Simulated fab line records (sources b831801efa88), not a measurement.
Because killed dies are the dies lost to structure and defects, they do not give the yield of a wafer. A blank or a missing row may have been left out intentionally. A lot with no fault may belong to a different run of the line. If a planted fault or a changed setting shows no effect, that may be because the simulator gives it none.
fab line records | flow sky130
record lots=12 | wafers=36 | last-day=50
route steps=708 shown CONTACT@423 METAL1@434 PAD_OPEN@708
lots that met no fault: taken from a fault-free run of the same line
start-h: hours from the record's first day to the start of the lot's first wafer shown | wait-h: time in hours since the lot's previous step | " the same as in the row above | L1.1+2: one row covering several wafers at once | - no value, or no start given | * or withheld: withheld | < > ~ a bound
route shown NAME@n: a module of which the file shows steps, and the number in the route of the first | usual: mean/standard deviation taken from wafers without a fault | same: alike in all rows | chamber/n: place in a boat | sites: readings site by site | _std_site: how widely they spread, as a standard deviation | _edge_site: outer sites' mean less inner sites' | radius-mm: how far each site lies from the wafer's centre | mask NAME#n: copy n | behind: tool/chamber where the wafer was last shaped | hold: reason for holding the lot/hours on hold/outcome of the hold | device: the n, p or np transistor that did not switch | end of line: the tests these same wafers got at the end of their route | step lacking rows: just its recipe | killed: the dies lost at the first sort to structure and to defects; this is not the yield of the wafer | map: dies across one wafer; x = killed, . = not, _ = none there
set.NAME: setting as actually run; set.NAME@STEP: the setting as run at that earlier step | model.NAME: the simulator's own value behind a step, which no gauge read
the route's steps for a sample of lots (tables are steps, rows are wafers)
services: when a tool's chamber went out of use (start-h, in hours from the record's first day, below 0 if earlier), for how many hours, and the reason
## steps
# step SKY_CONTACT_ETCH_17
# recipe target=SiO2 | chemistry=C4F8/O2/Ar | stop-on=Si3N4 | mask-material=KrF-thick | source-w=1500 | bias-w=1200 | pressure-mtorr=40 | c4f8-flow-sccm=withheld | O2_flow_sccm=6 | Ar_flow_sccm=300 | time-s=withheld | target-depth-a=3400
# usual bias-w=1200/3.4 | chamber-pressure-mTorr=40.00/0.033 | oes-product-au=0.892/0.0047
lot.wafer | tool        | chamber | start-h | wait-h | bias-w | chamber-pressure-mTorr | oes-product-au
L611.2    | rie-diel-01 | 3       | 752.55  | 0.0    | 1197   | 40.03                  | 0.893
L611.3    | "           | 2       | "       | "      | 1201   | 39.97                  | 0.899
L611.6    | "           | 2       | "       | "      | 1197   | 39.97                  | 0.891
L613.1    | rie-diel-01 | 1       | 765.60  | 0.0    | 1198   | 39.97                  | 0.889
L613.2    | "           | 2       | "       | "      | 1201   | 39.99                  | 0.899
L613.5    | "           | 3       | "       | "      | 1199   | 39.96                  | 0.897
L614.2    | rie-diel-02 | 2       | 775.22  | 0.0    | 1202   | 40.00                  | 0.895
L614.4    | "           | 3       | "       | "      | 1199   | 39.99                  | 0.889
L614.5    | "           | 3       | "       | "      | 1197   | 40.03                  | 0.893
L616.2    | rie-diel-03 | 0       | 786.70  | 0.0    | 1204   | 40.05                  | 0.896
L616.5    | "           | 0       | "       | "      | 1200   | 39.98                  | 0.888
L616.6    | "           | 3       | "       | "      | 1197   | 39.99                  | 0.893
L620.1    | rie-diel-03 | 0       | 810.68  | 0.0    | 1200   | 40.04                  | 0.884
L620.2    | "           | 3       | "       | "      | 1206   | 40.06                  | 0.884
L620.6    | "           | 3       | "       | "      | 1208   | 40.00                  | 0.893
L621.4    | rie-diel-01 | 1       | 814.87  | 0.0    | -      | -                      | -
L621.5    | "           | 0       | "       | "      | -      | -                      | -
L621.6    | "           | 3       | "       | "      | -      | -                      | -
L622.3    | rie-diel-03 | 0       | 818.95  | 0.0    | -      | -                      | -
L622.4    | "           | 3       | "       | "      | -      | -                      | -
L622.6    | "           | 0       | "       | "      | -      | -                      | -
L629.1    | rie-diel-03 | 1       | 874.60  | 0.0    | 1202   | 40.03                  | 0.881
L629.2    | "           | 3       | "       | "      | 1192   | 39.94                  | 0.886
L629.5    | "           | 0       | "       | "      | 1208   | 40.02                  | 0.892
L627.3    | rie-diel-01 | 3       | 877.95  | 0.0    | 1194   | 39.99                  | 0.890
L627.4    | "           | 2       | "       | "      | 1200   | 40.00                  | 0.900
L627.6    | "           | 3       | "       | "      | 1201   | 40.00                  | 0.894
L628.1    | rie-diel-02 | 1       | 879.50  | 0.0    | 1201   | 40.05                  | 0.900
L628.2    | "           | 3       | "       | "      | 1201   | 40.02                  | 0.895
L628.5    | "           | 3       | "       | "      | 1194   | 40.01                  | 0.896
L631.1    | rie-diel-03 | 1       | 890.05  | 0.0    | 1198   | 40.00                  | 0.890
L631.5    | "           | 1       | "       | "      | 1195   | 40.00                  | 0.897
L631.6    | "           | 0       | "       | "      | 1195   | 40.04                  | 0.888
L634.1    | rie-diel-01 | 2       | 898.87  | 0.0    | 1196   | 40.01                  | 0.890
L634.3    | "           | 0       | "       | "      | 1201   | 40.03                  | 0.894
L634.6    | "           | 3       | "       | "      | 1197   | 40.05                  | 0.898
# step SKY_CONTACT_ETCH_18
# recipe target=Si3N4 | chemistry=CHF3/O2 | stop-on=TiN | source-w=600 | bias-w=200 | pressure-mtorr=40 | chf3-flow-sccm=50 | O2_flow_sccm=5 | time-s=39 | target-depth-a=750
# usual O2_flow_sccm=5.003/0.016 | bias-w=200.0/0.58 | drypump-motor-current-A=5.7/0.46 | oes-product-au=0.855/0.0072 | throttle-valve-pct=8.793/0.0095
lot.wafer | tool        | chamber | start-h | wait-h | O2_flow_sccm | bias-w | drypump-motor-current-A | oes-product-au | rf-hours-counter-h | throttle-valve-pct
L611.2    | rie-diel-01 | 3       | -       | -      | 5.023        | 200.1  | 5.4                     | 0.850          | 18                 | 8.795
L611.3    | "           | 2       | "       | "      | 5.005        | 200.9  | 5.3                     | 0.857          | 17                 | 8.795
L611.6    | "           | 2       | "       | "      | 5.013        | 200.7  | 5.3                     | 0.858          | -                  | 8.798
L613.1    | rie-diel-01 | 1       | -       | -      | 5.009        | 199.8  | 6.5                     | 0.846          | 6                  | 8.787
L613.2    | "           | 2       | "       | "      | 4.978        | 200.1  | 5.3                     | 0.846          | 18                 | 8.787
L613.5    | "           | 3       | "       | "      | 4.991        | 200.0  | 5.4                     | 0.853          | -                  | 8.789
L614.2    | rie-diel-02 | 2       | -       | -      | 5.016        | 200.4  | 4.7                     | 0.857          | 0                  | 8.806
L614.4    | "           | 3       | "       | "      | 4.991        | 200.9  | 6.0                     | 0.853          | 20                 | 8.806
L614.5    | "           | 3       | "       | "      | 5.025        | 200.0  | 6.0                     | 0.864          | -                  | 8.805
L616.2    | rie-diel-03 | 0       | -       | -      | 5.000        | 199.9  | 5.5                     | 0.862          | 8                  | 8.788
L616.5    | "           | 0       | "       | "      | 4.994        | 200.5  | 5.6                     | 0.857          | -                  | 8.789
L616.6    | "           | 3       | "       | "      | 4.992        | 200.7  | 5.8                     | 0.861          | -                  | 8.810
L620.1    | rie-diel-03 | 0       | -       | -      | 4.998        | 199.6  | 5.6                     | 0.854          | 10                 | 8.784
L620.2    | "           | 3       | "       | "      | 5.011        | 200.0  | 5.8                     | 0.847          | 16                 | 8.792
L620.6    | "           | 3       | "       | "      | 5.009        | 199.9  | 5.8                     | 0.859          | -                  | 8.786
L621.4    | rie-diel-01 | 1       | -       | -      | 5.009        | 198.6  | 6.5                     | 0.380          | 7                  | 8.691
L621.5    | "           | 0       | "       | "      | 4.992        | 200.3  | 5.8                     | 0.374          | -                  | 8.678
L621.6    | "           | 3       | "       | "      | 5.008        | 200.4  | 5.4                     | 0.370          | -                  | 8.676
L622.3    | rie-diel-03 | 0       | -       | -      | 4.986        | 200.2  | 5.5                     | 0.372          | -                  | 8.690
L622.4    | "           | 3       | "       | "      | 5.002        | 199.7  | 5.8                     | 0.372          | -                  | 8.653
L622.6    | "           | 0       | "       | "      | 4.982        | 200.1  | 5.5                     | 0.375          | -                  | 8.677
L629.1    | rie-diel-03 | 1       | -       | -      | 4.999        | 200.0  | 5.7                     | 0.858          | 14                 | 8.777
L629.2    | "           | 3       | "       | "      | 5.011        | 198.8  | 5.8                     | 0.863          | 19                 | 8.798
L629.5    | "           | 0       | "       | "      | 5.000        | 201.5  | 5.6                     | 0.866          | -                  | 8.787
L627.3    | rie-diel-01 | 3       | -       | -      | 4.977        | 200.3  | 5.4                     | 0.856          | 21                 | 8.781
L627.4    | "           | 2       | "       | "      | 4.987        | 199.5  | 5.3                     | 0.864          | 20                 | 8.786
L627.6    | "           | 3       | "       | "      | 4.980        | 201.3  | 5.4                     | 0.857          | -                  | 8.788
L628.1    | rie-diel-02 | 1       | -       | -      | 5.000        | 200.2  | 6.0                     | 0.861          | 11                 | 8.790
L628.2    | "           | 3       | "       | "      | 5.013        | 200.8  | 6.0                     | 0.849          | 24                 | 8.801
L628.5    | "           | 3       | "       | "      | 5.022        | 199.8  | 6.0                     | 0.854          | -                  | 8.799
L631.1    | rie-diel-03 | 1       | -       | -      | 5.026        | 200.6  | 5.7                     | 0.853          | 15                 | 8.785
L631.5    | "           | 1       | "       | "      | 5.015        | 200.5  | 5.7                     | 0.849          | -                  | 8.808
L631.6    | "           | 0       | "       | "      | 4.980        | 200.7  | 5.6                     | 0.860          | -                  | 8.796
L634.1    | rie-diel-01 | 2       | -       | -      | 5.018        | 199.8  | 5.3                     | 0.854          | 21                 | 8.783
L634.3    | "           | 0       | "       | "      | 4.996        | 199.7  | 5.8                     | 0.864          | 15                 | 8.800
L634.6    | "           | 3       | "       | "      | 4.996        | 199.9  | 5.4                     | 0.869          | -                  | 8.776
# step SKY_CONTACT_STRIP_19
# recipe chemistry=O2/N2 | power-w=1400 | pressure-mtorr=1500 | platen-temp-c=withheld | o2-flow-sccm=3000 | n2-flow-sccm=300 | overash-fraction=0.5
# usual drypump-motor-current-A=5.8/0.43 | oes-product-au=0.381/0.0049 | strip-time-to-endpoint-s=3.62/0.036
lot.wafer | tool            | chamber | start-h | wait-h | drypump-motor-current-A | oes-product-au | rf-hours-counter-h | strip-time-to-endpoint-s
L611.2    | plasma-asher-04 | 1       | 752.64  | -      | 4.8                     | 0.379          | 32                 | 3.63
L611.3    | "               | 1       | "       | "      | 4.8                     | 0.383          | -                  | 3.70
L611.6    | "               | 1       | "       | "      | 4.8                     | 0.383          | -                  | 3.71
L613.1    | plasma-asher-04 | 0       | 765.69  | -      | 6.3                     | 0.380          | 33                 | 3.63
L613.2    | "               | 1       | "       | "      | 4.8                     | 0.381          | 33                 | 3.71
L613.5    | "               | 1       | "       | "      | 4.8                     | 0.384          | -                  | 3.64
L614.2    | plasma-asher-02 | 1       | 775.31  | -      | 6.0                     | 0.384          | 3                  | 3.63
L614.4    | "               | 0       | "       | "      | 5.8                     | 0.389          | -                  | 3.65
L614.5    | "               | 1       | "       | "      | 6.1                     | 0.375          | -                  | 3.63
L616.2    | plasma-asher-02 | 1       | 786.79  | -      | 6.1                     | 0.383          | 4                  | 3.65
L616.5    | "               | 1       | "       | "      | 6.1                     | 0.392          | -                  | 3.63
L616.6    | "               | 0       | "       | "      | 5.7                     | 0.387          | -                  | 3.64
L620.1    | plasma-asher-02 | 0       | 810.81  | -      | 5.8                     | 0.379          | 7                  | 3.69
L620.2    | "               | 1       | "       | "      | 6.1                     | 0.380          | 7                  | 3.67
L620.6    | "               | 1       | "       | "      | 6.1                     | 0.387          | -                  | 3.66
L621.4    | plasma-asher-02 | 1       | 815.00  | -      | 6.1                     | 0.409          | -                  | 4.33
L621.5    | "               | 1       | "       | "      | 6.1                     | 0.408          | -                  | 4.28
L621.6    | "               | 0       | "       | "      | 5.7                     | 0.413          | -                  | 4.32
L622.3    | plasma-asher-02 | 0       | 819.09  | -      | 5.8                     | 0.410          | -                  | 4.34
L622.4    | "               | 1       | "       | "      | 6.1                     | 0.405          | -                  | 4.31
L622.6    | "               | 0       | "       | "      | 5.7                     | 0.416          | -                  | 4.37
L629.1    | plasma-asher-01 | 1       | 874.69  | -      | 5.6                     | 0.376          | 109                | 3.63
L629.2    | "               | 0       | "       | "      | 6.2                     | 0.383          | 109                | 3.64
L629.5    | "               | 1       | "       | "      | 5.6                     | 0.382          | -                  | 3.64
L627.3    | plasma-asher-04 | 0       | 878.08  | -      | 6.3                     | 0.379          | -                  | 3.60
L627.4    | "               | 1       | "       | "      | 4.8                     | 0.379          | -                  | 3.68
L627.6    | "               | 1       | "       | "      | 4.8                     | 0.388          | -                  | 3.60
L628.1    | plasma-asher-02 | 1       | 879.59  | -      | 6.1                     | 0.371          | 13                 | 3.56
L628.2    | "               | 0       | "       | "      | 5.8                     | 0.385          | 13                 | 3.60
L628.5    | "               | 0       | "       | "      | 5.8                     | 0.384          | -                  | 3.61
L631.1    | plasma-asher-04 | 1       | 890.14  | -      | 4.8                     | 0.375          | 44                 | 3.61
L631.5    | "               | 0       | "       | "      | 6.3                     | 0.371          | -                  | 3.62
L631.6    | "               | 1       | "       | "      | 4.8                     | 0.390          | -                  | 3.66
L634.1    | plasma-asher-04 | 0       | 898.96  | -      | 6.3                     | 0.383          | 45                 | 3.69
L634.3    | "               | 0       | "       | "      | 6.3                     | 0.386          | -                  | 3.58
L634.6    | "               | 1       | "       | "      | 4.8                     | 0.383          | -                  | 3.65
# step SKY_METAL1_SPUTTER_00
# recipe material=Ti | target-thk-nm=15 | power-w=3000 | time-s=10 | chamber-pressure-pa=0.4
# usual throttle-valve-pct=30.2/1
lot.wafer | tool           | chamber | start-h | wait-h | throttle-valve-pct
L611.2    | pvd-sputter-02 | -       | 754.00  | 0.2    | 28.8
L611.3    | "              | -       | "       | "      | 30.9
L611.6    | "              | -       | "       | "      | 30.8
L613.1    | pvd-sputter-02 | -       | 767.09  | 0.1    | 30.7
L613.2    | "              | -       | "       | "      | 27.7
L613.5    | "              | -       | "       | "      | 28.6
L614.2    | pvd-sputter-04 | -       | 776.67  | 0.1    | 30.9
L614.4    | "              | -       | "       | "      | 31.4
L614.5    | "              | -       | "       | "      | 30.9
L616.2    | pvd-sputter-02 | -       | 788.18  | 0.2    | 28.3
L616.5    | "              | -       | "       | "      | 27.7
L616.6    | "              | -       | "       | "      | 31.0
L620.1    | pvd-sputter-04 | -       | 812.14  | 0.1    | 30.3
L620.2    | "              | -       | "       | "      | 30.8
L620.6    | "              | -       | "       | "      | 31.1
L629.1    | pvd-sputter-03 | -       | 875.98  | 0.2    | 29.6
L629.2    | "              | -       | "       | "      | 30.7
L629.5    | "              | -       | "       | "      | 29.8
L627.3    | pvd-sputter-03 | -       | 879.37  | 0.2    | 29.8
L627.4    | "              | -       | "       | "      | 31.3
L627.6    | "              | -       | "       | "      | 29.7
L628.1    | pvd-sputter-02 | -       | 880.87  | 0.2    | 28.6
L628.2    | "              | -       | "       | "      | 27.9
L628.5    | "              | -       | "       | "      | 27.8
L631.1    | pvd-sputter-02 | -       | 891.42  | 0.2    | 28.4
L631.5    | "              | -       | "       | "      | 30.8
L631.6    | "              | -       | "       | "      | 28.2
L634.1    | pvd-sputter-04 | -       | 900.33  | 0.1    | 29.3
L634.3    | "              | -       | "       | "      | 31.5
L634.6    | "              | -       | "       | "      | 31.5
# step SKY_PAD_OPEN_PROBE_99
# usual killed_at_M0_to_M3=43/7.1 | killed_at_M4_up=3.0/1.6 | killed-at-contacts=24/5.3 | killed-at-front-end=16/4.1 | killed-at-other=0.5/0.82 | killed-dies=86/9.4 | killed-on-rim=17/4.1 | killed-open=46/6.9 | killed-short=39/6.5
# same gross-dies=492 | killed-at-back-side=0
lot.wafer | tool      | chamber | start-h | wait-h | killed_at_M0_to_M3 | killed_at_M4_up | killed-at-contacts | killed-at-front-end | killed-at-other | killed-dies | killed-on-rim | killed-open | killed-short
L613.1    | prober-01 | -       | 1097.55 | 0.1    | 38                 | 1               | 23                 | 12                  | 1               | 75          | 11            | 41          | 34
L613.2    | prober-01 | -       | 1097.60 | 0.1    | 49                 | 1               | 27                 | 17                  | 0               | 94          | 16            | 37          | 57
L613.5    | prober-01 | -       | 1097.75 | 0.2    | 34                 | 3               | 24                 | 17                  | 0               | 78          | 15            | 45          | 33
L620.1    | prober-01 | -       | 1132.38 | 0.1    | 35                 | 3               | 22                 | 15                  | 0               | 75          | 22            | 41          | 34
L620.2    | prober-01 | -       | 1132.43 | 0.1    | 57                 | 2               | 19                 | 15                  | 0               | 93          | 20            | 50          | 43
L620.6    | prober-01 | -       | 1132.63 | 0.2    | 55                 | 1               | 16                 | 7                   | 0               | 79          | 16            | 48          | 31
L621.4    | prober-02 | -       | 1139.11 | 0.2    | 46                 | 4               | 423                | 19                  | 0               | 492         | 96            | 50          | 33
L621.5    | prober-02 | -       | 1139.16 | 0.2    | 48                 | 3               | 423                | 18                  | 0               | 492         | 96            | 55          | 33
L621.6    | prober-02 | -       | 1139.21 | 0.2    | 48                 | 2               | 427                | 15                  | 0               | 492         | 96            | 47          | 34
L622.3    | prober-01 | -       | 1139.28 | 0.2    | 42                 | 2               | 432                | 16                  | 0               | 492         | 96            | 45          | 40
L622.4    | prober-01 | -       | 1139.33 | 0.2    | 48                 | 3               | 430                | 11                  | 0               | 492         | 96            | 54          | 36
L622.6    | prober-01 | -       | 1139.43 | 0.2    | 37                 | 2               | 443                | 10                  | 0               | 492         | 96            | 35          | 34
L629.1    | prober-02 | -       | 1178.17 | 0.1    | 54                 | 3               | 30                 | 12                  | 0               | 99          | 16            | 59          | 40
L629.2    | prober-02 | -       | 1178.22 | 0.1    | 37                 | 7               | 29                 | 11                  | 0               | 84          | 15            | 51          | 32
L629.5    | prober-02 | -       | 1178.37 | 0.2    | 40                 | 2               | 33                 | 10                  | 1               | 86          | 19            | 46          | 39
# killed by level:class
L613.1 CONTACT:geometric-particle:open=13 VIA1:geometric-particle:open=10 METAL2:geometric-particle:short=6 POLY_GATE:geometric-particle:short=5 METAL3:geometric-particle:short=5 CONTACT:geometric-particle:short=4 VIA3:geometric-particle:short=4 POLY_GATE:geometric-particle:open=3
L613.2 CONTACT:geometric-particle:open=10 CONTACT:geometric-particle:short=9 METAL2:geometric-particle:short=9 METAL1:geometric-particle:short=7 FIELD_ISO:geometric-particle:short=6 VIA1:geometric-particle:open=6 VIA2:geometric-particle:short=6 POLY_GATE:geometric-particle:open=5
L613.5 CONTACT:geometric-particle:open=10 VIA1:geometric-particle:open=9 POLY_GATE:geometric-particle:open=6 LI_CONTACT:geometric-particle:open=6 VIA3:geometric-particle:open=6 CONTACT:geometric-particle:short=5 VIA1:geometric-particle:short=5 METAL2:geometric-particle:short=4
L620.1 VIA1:geometric-particle:open=9 CONTACT:geometric-particle:open=8 VIA2:geometric-particle:open=8 LOCAL_INTERCONNECT:geometric-particle:short=5 VIA3:geometric-particle:open=5 METAL2:geometric-particle:short=5 FIELD_ISO:geometric-particle:open=4 POLY_GATE:geometric-particle:open=4
L620.2 VIA1:geometric-particle:open=14 VIA2:geometric-particle:open=12 METAL2:geometric-particle:short=10 CONTACT:geometric-particle:open=8 VIA1:geometric-particle:short=7 METAL1:geometric-particle:short=6 CONTACT:geometric-particle:short=5 FIELD_ISO:geometric-particle:open=4
L620.6 VIA1:geometric-particle:open=14 VIA2:geometric-particle:open=12 METAL2:geometric-particle:short=7 VIA1:geometric-particle:short=5 VIA3:geometric-particle:open=5 FIELD_ISO:geometric-particle:open=4 CONTACT:geometric-particle:open=4 METAL3:geometric-particle:short=4
L621.4 CONTACT:area-etch=409 VIA1:geometric-particle:open=11 FIELD_ISO:geometric-particle:open=9 METAL1:geometric-particle:short=8 CONTACT:geometric-particle:open=7 POLY_GATE:geometric-particle:open=5 VIA1:geometric-particle:short=4 METAL2:geometric-particle:open=4
L621.5 CONTACT:area-etch=404 VIA2:geometric-particle:open=9 VIA3:geometric-particle:open=8 METAL1:geometric-particle:short=7 VIA1:geometric-particle:open=7 LI_CONTACT:geometric-particle:open=6 CONTACT:geometric-particle:short=5 POLY_GATE:geometric-particle:open=5
L621.6 CONTACT:area-etch=411 VIA2:geometric-particle:open=11 VIA1:geometric-particle:open=9 VIA3:geometric-particle:open=8 CONTACT:geometric-particle:open=5 METAL2:geometric-particle:short=4 LI_CONTACT:geometric-particle:short=4 LI_CONTACT:geometric-particle:open=4
L622.3 CONTACT:area-etch=407 LOCAL_INTERCONNECT:geometric-particle:short=9 VIA1:geometric-particle:open=8 FIELD_ISO:geometric-particle:short=7 LI_CONTACT:geometric-particle:open=7 VIA2:geometric-particle:open=7 VIA1:geometric-particle:short=6 VIA3:geometric-particle:open=5
L622.4 CONTACT:area-etch=402 CONTACT:geometric-particle:open=11 VIA2:geometric-particle:open=11 LI_CONTACT:geometric-particle:open=9 VIA1:geometric-particle:open=9 FIELD_ISO:geometric-particle:short=6 VIA1:geometric-particle:short=5 METAL2:geometric-particle:short=5
L622.6 CONTACT:area-etch=423 VIA1:geometric-particle:open=7 CONTACT:geometric-particle:open=7 VIA1:geometric-particle:short=6 LI_CONTACT:geometric-particle:open=5 VIA2:geometric-particle:open=5 FIELD_ISO:geometric-particle:short=4 CONTACT:geometric-particle:short=4
L629.1 CONTACT:geometric-particle:open=15 VIA1:geometric-particle:open=13 METAL2:geometric-particle:short=9 LI_CONTACT:geometric-particle:open=7 VIA2:geometric-particle:open=7 VIA3:geometric-particle:open=6 METAL3:geometric-particle:short=4 FIELD_ISO:geometric-particle:short=3
L629.2 VIA1:geometric-particle:open=11 CONTACT:geometric-particle:open=9 VIA2:geometric-particle:open=8 LI_CONTACT:geometric-particle:open=6 LOCAL_INTERCONNECT:geometric-particle:short=5 CONTACT:geometric-particle:short=5 METAL2:geometric-particle:short=4 VIA3:geometric-particle:open=4
L629.5 CONTACT:geometric-particle:open=15 VIA1:geometric-particle:open=11 LI_CONTACT:geometric-particle:open=8 METAL1:geometric-particle:short=7 METAL2:geometric-particle:short=5 VIA2:geometric-particle:open=5 POLY_GATE:geometric-particle:short=4 CONTACT:geometric-particle:short=4
## services
tool            | chamber | start-h | hours | kind
rie-diel-02     | 2       | 731.30  | 22.1  | repair
plasma-asher-02 | -       | 733.75  | 9.0   | pm
rie-diel-02     | 0       | 739.44  | 11.8  | repair
rie-diel-03     | 1       | 766.63  | 8.0   | repair
rie-diel-03     | 2       | 774.64  | -     | clean
rie-diel-03     | 2       | 774.64  | 38.7  | scheduled-down
rie-diel-03     | 2       | 774.64  | 38.7  | vent-cycle
rie-diel-01     | -       | 786.38  | 28.1  | pm
pvd-sputter-02  | -       | 788.46  | 1.8   | repair
rie-diel-03     | 1       | 789.60  | 32.8  | repair
plasma-asher-04 | -       | 803.11  | 13.9  | repair
rie-diel-02     | 2       | 814.31  | 4.6   | repair
rie-diel-03     | 2       | 814.60  | 10.9  | repair
rie-diel-03     | -       | 820.90  | 2.5   | repair
rie-diel-01     | -       | 825.17  | 0.8   | repair
plasma-asher-04 | -       | 835.54  | 2.6   | repair
rie-diel-01     | 2       | 840.85  | 27.7  | repair
rie-diel-03     | 1       | 847.97  | 5.0   | repair
plasma-asher-02 | -       | 869.41  | 5.4   | repair
pvd-sputter-04  | -       | 880.49  | 1.2   | repair
rie-diel-03     | 3       | 885.81  | 3.9   | repair
pvd-sputter-03  | -       | 889.81  | 9.0   | repair
rie-diel-03     | -       | 896.06  | 14.6  | pm
plasma-asher-02 | -       | 897.30  | 5.9   | repair
## key
first-sign step=SKY_CONTACT_ETCH_17 | reading=tool-record | direction=missing
effect step=SKY_CONTACT_ETCH_18 | reading=oes-product-au | direction=down | sigmas=67 | usual=0.855 | struck=0.374
effect step=SKY_CONTACT_STRIP_19 | reading=strip-time-to-endpoint-s | direction=up | sigmas=19 | usual=* | struck=*
effect step=SKY_PAD_OPEN_PROBE_99 | reading=killed-at-contacts | direction=up | sigmas=76 | usual=24 | struck=430
more-kills-born-at SKY_CONTACT_ETCH_17@rie-diel-03=1232 | SKY_CONTACT_ETCH_17@rie-diel-01=1224
met-at SKY_CONTACT_ETCH_17
struck-lots L621,L622
later-rows-left-out L621.4,L621.5,L621.6,L622.3,L622.4,L622.6
tester-left-out L621,L622
not-acting-at SKY_METAL1_SPUTTER_00
onset-between 810.68 814.87
fault kind=skipped-step-whole | tool=rie-diel-01,rie-diel-03 | chamber=- | onset-h=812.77 | steps=SKY_CONTACT_ETCH_17 | scope=struck-lots-only
# tester-left-out: of these lots the tester's yield and bins aren't shown, on N5 and GAA mostly nor the transistor test; their killed dies are dies lost to structure and defects alone, not to doping, threshold or leakage, so they don't give the yield
# later-rows-left-out: the simulator's readings of these wafers behind a module that went badly wrong aren't trusted and aren't shown, but for the sort
